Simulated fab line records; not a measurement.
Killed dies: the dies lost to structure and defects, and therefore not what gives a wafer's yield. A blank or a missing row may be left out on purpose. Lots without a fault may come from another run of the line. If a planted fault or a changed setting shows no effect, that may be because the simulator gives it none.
Which tool is to blame? / flow sky130 / 13 lots, 39 wafers sampled, at 3 steps of a route of 708

WHAT EACH GAUGE READ, for each wafer
SKY_METAL1_THK_MEAS_06: measures by xrf. Usual: for METAL1_ALCU_THK the level is 252.5 nm and the standard deviation is 2.8.
lot=L521; measured=day 31 14:19; on=film-metro-02; METAL1_ALCU_THK (nm)=249.5 252.3 253.9; flag=
lot=L523; measured=day 32 09:41; on=film-metro-01; METAL1_ALCU_THK (nm)=250.0 253.9 252.0; flag=
lot=L525; measured=day 33 00:27; on=film-metro-03; METAL1_ALCU_THK (nm)=250.3 251.1 249.3; flag=
lot=L527; measured=day 34 00:35; on=film-metro-03; METAL1_ALCU_THK (nm)=252.9 253.2 250.1; flag=
lot=L528; measured=day 34 05:37; on=film-metro-03; METAL1_ALCU_THK (nm)=249.0 249.7 250.8; flag=
lot=L529; measured=day 35 01:42; on=film-metro-03; METAL1_ALCU_THK (nm)=254.9 255.6 257.2; flag=
lot=L531; measured=day 36 01:36; on=film-metro-01; METAL1_ALCU_THK (nm)=256.2 255.6 253.3; flag=
lot=L530; measured=day 36 02:33; on=film-metro-01; METAL1_ALCU_THK (nm)=252.5 251.7 252.1; flag=
lot=L535; measured=day 36 11:09; on=film-metro-03; METAL1_ALCU_THK (nm)=254.7 255.6 255.4; flag=
lot=L536; measured=day 36 16:34; on=film-metro-01; METAL1_ALCU_THK (nm)=253.1 253.4 253.5; flag=
lot=L539; measured=day 37 10:29; on=film-metro-03; METAL1_ALCU_THK (nm)=258.5 254.7 255.0; flag=
lot=L542; measured=day 38 10:34; on=film-metro-03; METAL1_ALCU_THK (nm)=252.8 254.9 256.4; flag=
lot=L544; measured=day 39 14:24; on=film-metro-02; METAL1_ALCU_THK (nm)=251.0 249.0 250.8; flag=

SKY_METAL1_CD_MEAS_15: target cd 140 nm. Usual: cd-nm reads 139.7 nm (standard deviation 1.5).
lot=L521; measured=day 32 16:53; on=cd-sem-01; cd-nm (nm)=139.1 139.7 138.9; flag=
lot=L523; measured=day 33 12:15; on=cd-sem-02; cd-nm (nm)=139.8 138.9 139.4; flag=
lot=L525; measured=day 34 03:22; on=cd-sem-01; cd-nm (nm)=137.6 138.1 137.6; flag=
lot=L527; measured=day 35 03:14; on=cd-sem-02; cd-nm (nm)=139.8 138.6 139.3; flag=
lot=L528; measured=day 35 07:51; on=cd-sem-02; cd-nm (nm)=138.4 140.5 138.2; flag=
lot=L529; measured=day 36 03:58; on=cd-sem-01; cd-nm (nm)=140.5 139.4 138.2; flag=
lot=L531; measured=day 37 03:22; on=cd-sem-01; cd-nm (nm)=141.3 140.8 141.6; flag=
lot=L530; measured=day 37 04:35; on=cd-sem-02; cd-nm (nm)=139.4 139.2 140.0; flag=
lot=L535; measured=day 37 12:30; on=cd-sem-01; cd-nm (nm)=140.7 141.4 140.1; flag=
lot=L536; measured=day 37 19:00; on=cd-sem-02; cd-nm (nm)=140.9 141.2 138.7; flag=
lot=L539; measured=day 38 11:16; on=cd-sem-01; cd-nm (nm)=141.4 142.2 142.3; flag=
lot=L542; measured=day 39 11:45; on=cd-sem-02; cd-nm (nm)=140.9 140.9 140.2; flag=
lot=L544; measured=day 40 15:08; on=cd-sem-01; cd-nm (nm)=136.7 137.0 136.1; flag=

EACH LOT AND THE TOOL THAT RAN IT (in order: tool; ch and the chambers of the sampled wafers; start)
lot=L521; SKY_CONTACT_CMP_27=cmp-02 ch 0,2,3, day 31 13:50
lot=L523; SKY_CONTACT_CMP_27=cmp-02 ch 0,1, day 32 09:07
lot=L525; SKY_CONTACT_CMP_27=cmp-01 ch 1,2, day 32 23:56
lot=L527; SKY_CONTACT_CMP_27=cmp-02 ch 2,3, day 34 00:01
lot=L528; SKY_CONTACT_CMP_27=cmp-02 ch 1,2, day 34 05:05
lot=L529; SKY_CONTACT_CMP_27=cmp-02 ch 0,2, day 35 01:11
lot=L531; SKY_CONTACT_CMP_27=cmp-02 ch 1,2,3, day 36 01:02
lot=L530; SKY_CONTACT_CMP_27=cmp-01 ch 1,3, day 36 02:02
lot=L535; SKY_CONTACT_CMP_27=cmp-01 ch 1,2,3, day 36 10:34
lot=L536; SKY_CONTACT_CMP_27=cmp-02 ch 2,3, day 36 16:02
lot=L539; SKY_CONTACT_CMP_27=cmp-02 ch 0,1,2, day 37 09:55
lot=L542; SKY_CONTACT_CMP_27=cmp-01 ch 2,3, day 38 10:02
lot=L544; SKY_CONTACT_CMP_27=cmp-01 ch 0,1,3, day 39 13:53
- SKY_CONTACT_CMP_27: polishes, stops on SiO2, t overpolish 15 s, target thk 0 nm.

WHAT THE TOOLS THEMSELVES READ (means of the sampled wafers that have a number; where no wafer has one, the mark that the record gives instead)
SKY_CONTACT_CMP_27. Usual: edge-zone-pressure-frac 1.001, standard deviation 0.0048; motor-current-A 11.0 A, standard deviation 0.94; overpolish-run-s 15.001 s, standard deviation 0.0094; time-to-endpoint-s 84.3 s, standard deviation 2.9.
lot=L521; tool=cmp-02; edge-zone-pressure-frac=1.003; motor-current-A (A)=11.6; overpolish-run-s (s)=14.997; time-to-endpoint-s (s)=84.2; flag=
lot=L523; tool=cmp-02; edge-zone-pressure-frac=0.998; motor-current-A (A)=10.5; overpolish-run-s (s)=15.015; time-to-endpoint-s (s)=84.1; flag=
lot=L525; tool=cmp-01; edge-zone-pressure-frac=0.997; motor-current-A (A)=11.4; overpolish-run-s (s)=15.005; time-to-endpoint-s (s)=80.5; flag=
lot=L527; tool=cmp-02; edge-zone-pressure-frac=0.997; motor-current-A (A)=11.5; overpolish-run-s (s)=15.013; time-to-endpoint-s (s)=84.3; flag=
lot=L528; tool=cmp-02; edge-zone-pressure-frac=1.002; motor-current-A (A)=10.1; overpolish-run-s (s)=14.995; time-to-endpoint-s (s)=85.5; flag=
lot=L529; tool=cmp-02; edge-zone-pressure-frac=1.002; motor-current-A (A)=11.4; overpolish-run-s (s)=14.994; time-to-endpoint-s (s)=79.0; flag=
lot=L531; tool=cmp-02; edge-zone-pressure-frac=0.998; motor-current-A (A)=10.7; overpolish-run-s (s)=14.998; time-to-endpoint-s (s)=83.4; flag=
lot=L530; tool=cmp-01; edge-zone-pressure-frac=1.002; motor-current-A (A)=11.5; overpolish-run-s (s)=15.003; time-to-endpoint-s (s)=84.0; flag=
lot=L535; tool=cmp-01; edge-zone-pressure-frac=0.996; motor-current-A (A)=11.4; overpolish-run-s (s)=15.000; time-to-endpoint-s (s)=82.3; flag=
lot=L536; tool=cmp-02; edge-zone-pressure-frac=1.002; motor-current-A (A)=11.5; overpolish-run-s (s)=15.001; time-to-endpoint-s (s)=84.8; flag=
lot=L539; tool=cmp-02; edge-zone-pressure-frac=0.999; motor-current-A (A)=10.6; overpolish-run-s (s)=14.996; time-to-endpoint-s (s)=86.3; flag=
lot=L542; tool=cmp-01; edge-zone-pressure-frac=0.993; motor-current-A (A)=10.9; overpolish-run-s (s)=14.990; time-to-endpoint-s (s)=84.7; flag=
lot=L544; tool=cmp-01; edge-zone-pressure-frac=1.003; motor-current-A (A)=10.5; overpolish-run-s (s)=15.004; time-to-endpoint-s (s)=87.9; flag=

THE ANSWER, worked out from the rows above alone
Rule: take the mean of a lot's wafers that have a number; if it is more than 3 standard deviations from the usual mean, the lot is off. A lot without any number at a reading at which 4 lots or more have one is off too. Any other lot the step has rows for is counted as sound. Order of review: gauges by route order, followed by the tools' own readings, for which a lot's mean as printed above is used. At the first step where some lot is off, the reading lying furthest off is the one used; lots without a number count as furthest.
None of the lots is off at any reading shown; this tells nothing.

WHAT WAS PUT IN BY THE SIMULATOR
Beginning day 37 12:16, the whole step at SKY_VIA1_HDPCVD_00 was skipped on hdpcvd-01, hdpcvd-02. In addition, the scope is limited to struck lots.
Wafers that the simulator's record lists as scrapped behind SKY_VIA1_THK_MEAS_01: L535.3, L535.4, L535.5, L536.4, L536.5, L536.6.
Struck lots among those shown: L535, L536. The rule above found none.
